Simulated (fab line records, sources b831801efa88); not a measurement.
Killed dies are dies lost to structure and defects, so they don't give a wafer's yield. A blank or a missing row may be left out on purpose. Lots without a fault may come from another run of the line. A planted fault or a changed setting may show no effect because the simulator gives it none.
A struck lot beside a sound one | flow sky130 | 15 steps out of a route of 708
Sound: wafers L757.1, L757.5, L757.6. Struck: wafers L759.3, L759.5, L759.6. The cause comes at the end.
At each step with rows: each side's tool, then ch and its chambers, then its first start. Under that, the readings that differ: sound wafers | struck wafers | difference of the means | sigmas: that difference in standard deviations of wafers without a fault.
alike: readings whose means differ by less than 2 such deviations, and words and numbers that are the same on both sides. not compared: withheld readings, readings that some wafer has no value for, bounds like >300 that may hide the same value, and numbers for which the record gives no deviation and whose values overlap.
The two part at a step that has a row with sigmas, a row that says differs or no value, or rows on one side only. Numbers that don't overlap but have no deviation are shown without sigmas and don't part them. A reading that every wafer of one side lacks parts them only if that side has two wafers or more.

first, 1 step without rows for these wafers: SKY_PWDE_IMPLANT_08.
SKY_PWDE_STRIP_09: strips in O2/N2.
  sound on plasma_asher-03 ch 0,1, day 5 22:28; struck on plasma_asher-02 ch 0,1, day 6 09:45
  alike: drypump_motor_current_A, n2_flow_sccm, oes_product_au, strip_time_to_endpoint_s
  not compared: rf_hours_counter_h
SKY_PWDE_TW_MEAS_10:
  sound on film_metro-04, day 5 22:34; struck on film_metro-01, day 6 09:50
  reading | sound             | struck            | difference | sigmas
  PWDE_TW | 370.3 371.4 371.6 | 376.1 376.3 377.3 | +5.5       | +2
then, 7 steps without rows for these wafers: SKY_NWELL_DEHYDRATE_03 (time 60 s); SKY_NWELL_HMDS_04 (prime time 60 s); SKY_NWELL_COAT_05 (resist thk 3000 nm); SKY_NWELL_SOFTBAKE_06; SKY_NWELL_EXPOSE_07 (exposes mask NWM, target cd 840 nm); SKY_NWELL_PEB_08; SKY_NWELL_DEVELOP_09 (develop time 60 s).
SKY_NWELL_OVL_MEAS_10:
  sound on overlay-01, day 6 15:04; struck on overlay-01, day 7 03:18
  reading           | sound          | struck        | difference | sigmas
  NWELL_00_OVL (nm) | -1.8 -3.7 -3.5 | -0.7 -1.1 0.3 | +2.5       | +2
then, 1 step without rows for these wafers: SKY_NWELL_IMPLANT_11.
SKY_NWELL_IMPLANT_12:
  sound on implanter-02 ch 0, day 6 15:17; struck on implanter-01 ch 0, day 7 03:31
  reading                  | sound                | struck               | difference | sigmas
  beam_energy_keV          | 119.99 120.02 120.01 | 114.46 114.44 114.43 | -5.56      | -99 or more
  model.implant.rp_nm (nm) | 150.8 150.8 150.8    | 136.8 136.8 136.8    | -14.0      |
  alike: beam_on_s, dose_ions_cm2
then, 2 steps without rows for these wafers: SKY_NWELL_IMPLANT_13; SKY_PAD_OPEN_PROBE_99.

WHERE THEY PART
First at SKY_PWDE_TW_MEAS_10; last, within this record, at SKY_NWELL_IMPLANT_12.

WHY: what the simulator had put in
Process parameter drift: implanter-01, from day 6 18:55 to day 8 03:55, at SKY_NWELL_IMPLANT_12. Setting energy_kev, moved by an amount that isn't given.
